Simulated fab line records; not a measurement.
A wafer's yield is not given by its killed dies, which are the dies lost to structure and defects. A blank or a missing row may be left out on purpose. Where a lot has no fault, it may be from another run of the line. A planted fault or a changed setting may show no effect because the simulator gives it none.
Which tool did it? :: flow gf180mcu :: 39 wafers from 13 lots sampled at 3 of the route's 602 steps

== WHAT THE GAUGES READ, wafer by wafer ==
GF_M5_OVL_MEAS_08.
lot: L553
measured: day 26 01:43
on: overlay-01
M5_OVL (nm): -6 4 1

lot: L554
measured: day 26 11:40
on: overlay-01
M5_OVL (nm): -6 -3 -7

lot: L555
measured: day 27 03:29
on: overlay-02
M5_OVL (nm): -5 -2 -7

lot: L556
measured: day 27 13:34
on: overlay-01
M5_OVL (nm): 5 4 4

lot: L557
measured: day 27 14:22
on: overlay-01
M5_OVL (nm): -1 1 2

lot: L559
measured: day 28 06:54
on: overlay-02
M5_OVL (nm): -10 1 -1

lot: L558
measured: day 28 09:09
on: overlay-02
M5_OVL (nm): 5 -6 1

lot: L560
measured: day 28 18:58
on: overlay-01
M5_OVL (nm): -7 -8 -4

lot: L562
measured: day 29 00:05
on: overlay-02
M5_OVL (nm): -14 -7 -6

lot: L564
measured: day 29 15:37
on: overlay-01
M5_OVL (nm): 4 -2 -8

lot: L566
measured: day 30 06:14
on: overlay-01
M5_OVL (nm): 6 6 1

lot: L573
measured: day 32 00:22
on: overlay-01
M5_OVL (nm): -5 -6 -6

lot: L575
measured: day 32 15:52
on: overlay-01
M5_OVL (nm): 0 0 2

GF_V5_RS_MEAS_24: measures by four-point-probe.
lot: L553
measured: day 27 01:01
on: film-metro-04
V5_W_RS (ohm/sq): 0.325 0.323 0.319

lot: L554
measured: day 27 10:29
on: film-metro-02
V5_W_RS (ohm/sq): 0.328 0.331 0.326

lot: L555
measured: day 28 02:02
on: film-metro-04
V5_W_RS (ohm/sq): 0.321 0.325 0.323

lot: L556
measured: day 28 11:11
on: film-metro-01
V5_W_RS (ohm/sq): 0.329 0.323 0.325

lot: L557
measured: day 28 12:10
on: film-metro-04
V5_W_RS (ohm/sq): 0.328 0.333 0.328

lot: L559
measured: day 29 04:59
on: film-metro-01
V5_W_RS (ohm/sq): 0.323 0.321 0.323

lot: L558
measured: day 29 06:34
on: film-metro-04
V5_W_RS (ohm/sq): 0.327 0.334 0.330

lot: L560
measured: day 29 15:49
on: film-metro-04
V5_W_RS (ohm/sq): 0.330 0.329 0.332

lot: L562
measured: day 29 21:12
on: film-metro-02
V5_W_RS (ohm/sq): 0.331 0.335 0.326

lot: L564
measured: day 30 13:22
on: film-metro-04
V5_W_RS (ohm/sq): 0.328 0.328 0.330

lot: L566
measured: day 31 02:01
on: film-metro-01
V5_W_RS (ohm/sq): 0.325 0.323 0.327

lot: L573
measured: day 32 18:55
on: film-metro-04
V5_W_RS (ohm/sq): 0.323 0.326 0.325

lot: L575
measured: day 33 09:53
on: film-metro-01
V5_W_RS (ohm/sq): 0.325 0.324 0.326

== WHAT TOOL EACH LOT RAN ON (gives the tool, then ch and the chambers of the sampled wafers, and finally the start) ==
lot: L553
GF_MIM_SPUTTER_02: pvd-sputter-03, day 24 05:46

lot: L554
GF_MIM_SPUTTER_02: pvd-sputter-03, day 24 15:53

lot: L555
GF_MIM_SPUTTER_02: pvd-sputter-03, day 25 09:35

lot: L556
GF_MIM_SPUTTER_02: pvd-sputter-03, day 25 18:50

lot: L557
GF_MIM_SPUTTER_02: pvd-sputter-03, day 25 21:14

lot: L559
GF_MIM_SPUTTER_02: pvd-sputter-01, day 26 14:46

lot: L558
GF_MIM_SPUTTER_02: pvd-sputter-03, day 26 18:10

lot: L560
GF_MIM_SPUTTER_02: pvd-sputter-01, day 27 03:22

lot: L562
GF_MIM_SPUTTER_02: pvd-sputter-03, day 27 08:44

lot: L564
GF_MIM_SPUTTER_02: pvd-sputter-01, day 28 01:16

lot: L566
GF_MIM_SPUTTER_02: pvd-sputter-03, day 28 16:02

lot: L573
GF_MIM_SPUTTER_02: pvd-sputter-04, day 30 12:26

lot: L575
GF_MIM_SPUTTER_02: pvd-sputter-01, day 31 05:47
- GF_MIM_SPUTTER_02: material AlCu, target thk 450 nm, time 23.9 s.

== AS READ BY THE TOOLS THEMSELVES (means over the sampled wafers that have a number; for cases with no such wafer, the mark the record gives instead) ==
GF_MIM_SPUTTER_02.
lot: L553
tool: pvd-sputter-03
throttle-valve-pct (%): 29.6

lot: L554
tool: pvd-sputter-03
throttle-valve-pct (%): 30.6

lot: L555
tool: pvd-sputter-03
throttle-valve-pct (%): 29.7

lot: L556
tool: pvd-sputter-03
throttle-valve-pct (%): 29.4

lot: L557
tool: pvd-sputter-03
throttle-valve-pct (%): 29.6

lot: L559
tool: pvd-sputter-01
throttle-valve-pct (%): 30.2

lot: L558
tool: pvd-sputter-03
throttle-valve-pct (%): 29.7

lot: L560
tool: pvd-sputter-01
throttle-valve-pct (%): 29.6

lot: L562
tool: pvd-sputter-03
throttle-valve-pct (%): 30.0

lot: L564
tool: pvd-sputter-01
throttle-valve-pct (%): 28.9

lot: L566
tool: pvd-sputter-03
throttle-valve-pct (%): 30.0

lot: L573
tool: pvd-sputter-04
throttle-valve-pct (%): 29.4

lot: L575
tool: pvd-sputter-01
throttle-valve-pct (%): 29.7

== THE ANSWER, worked out from the rows above alone ==
Rule: what is usual is taken from the lots themselves. The widest of any qualifying gaps counts: lots, ordered by their means at a reading, are off when they make up no more than a third of the lots, leave a main group of 4 or more, and stand apart from it by 3 or more times the standard deviation of that group's means. A main group whose means are all the same, to the digits that the tables above print for the reading, isn't used. A lot without any number at a reading at which 4 lots or more have one is off too. Any other lot the step has rows for is counted as sound. The gauges are gone through in route order, then the tools' own readings, and for those a lot's mean is taken as printed above. At the first step where some lot is off, the reading lying furthest off is the one used; lots without a number count as furthest.
Across all readings shown, no lot is off: no conclusion can be drawn from this.

== WHAT THE SIMULATOR PUT IN ==
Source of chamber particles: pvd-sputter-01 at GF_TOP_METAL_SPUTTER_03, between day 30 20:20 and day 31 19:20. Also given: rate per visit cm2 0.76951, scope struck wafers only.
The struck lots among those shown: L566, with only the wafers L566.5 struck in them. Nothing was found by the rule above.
